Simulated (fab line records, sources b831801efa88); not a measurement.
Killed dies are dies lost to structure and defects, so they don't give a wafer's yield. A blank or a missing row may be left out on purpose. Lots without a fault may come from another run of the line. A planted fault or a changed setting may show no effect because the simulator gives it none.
Which tool did it? | flow gf180mcu | 6 lots, 18 wafers sampled, at 3 steps of a route of 602

WHAT THE GAUGES READ, wafer by wafer
GF_M3_CD_MEAS_14: target cd 280 nm.
lot  | measured     | on        | cd_nm (nm)
L516 | day 23 00:31 | cd_sem-01 | 281.1 280.7 280.2
L519 | day 24 05:33 | cd_sem-01 | 280.7 278.8 280.1
L521 | day 24 23:42 | cd_sem-02 | 281.8 280.9 280.2
L530 | day 27 16:50 | cd_sem-02 | 278.8 277.9 279.7
L532 | day 28 04:29 | cd_sem-02 | 280.1 281.3 280.3
L535 | day 29 01:01 | cd_sem-01 | 279.7 280.7 279.7

WHICH TOOL RAN EACH LOT (tool, then ch and the chambers of the sampled wafers, then the start)
lot  | GF_V2_ETCH_17                                 | GF_M3_PEB_12
L516 | rie_diel-01 ch 0,1,3, day 23 00:11 or earlier | litho_track-01 ch 0, day 23 00:11
L519 | rie_diel-04 ch 0,1,2, day 24 05:12 or earlier | litho_track-03 ch 0, day 24 05:12
L521 | rie_diel-01 ch 1,3, day 24 23:21 or earlier   | litho_track-03 ch 0, day 24 23:21
L530 | rie_diel-01 ch 1,2,3, day 27 16:31 or earlier | litho_track-02 ch 0, day 27 16:31
L532 | rie_diel-01 ch 1,3, day 28 04:09 or earlier   | litho_track-01 ch 0, day 28 04:09
L535 | rie_diel-04 ch 0,1,2, day 29 00:41 or earlier | litho_track-01 ch 0, day 29 00:41
- GF_V2_ETCH_17: etches SiO2 in C4F8/O2/Ar, stops on TiN, target depth 630 nm.
- GF_M3_PEB_12: peb time 90 s.

THE ANSWER, worked out from the rows above alone
Rule: what is usual is taken from the lots themselves. Put in order of their means at a reading, lots are off if they are a third of the lots or fewer, leave a main group of 4 or more, and stand apart from it by a gap of 3 or more times the standard deviation of the main group's means; of several such gaps the widest counts. A main group whose means are all the same, to the digits that the tables above print for the reading, isn't used. A lot without any number at a reading at which 4 lots or more have one is off too. The other lots that the step has rows for count as sound.
No lot is off at any reading shown: from this, nothing can be told.

WHAT THE SIMULATOR HAD PUT IN
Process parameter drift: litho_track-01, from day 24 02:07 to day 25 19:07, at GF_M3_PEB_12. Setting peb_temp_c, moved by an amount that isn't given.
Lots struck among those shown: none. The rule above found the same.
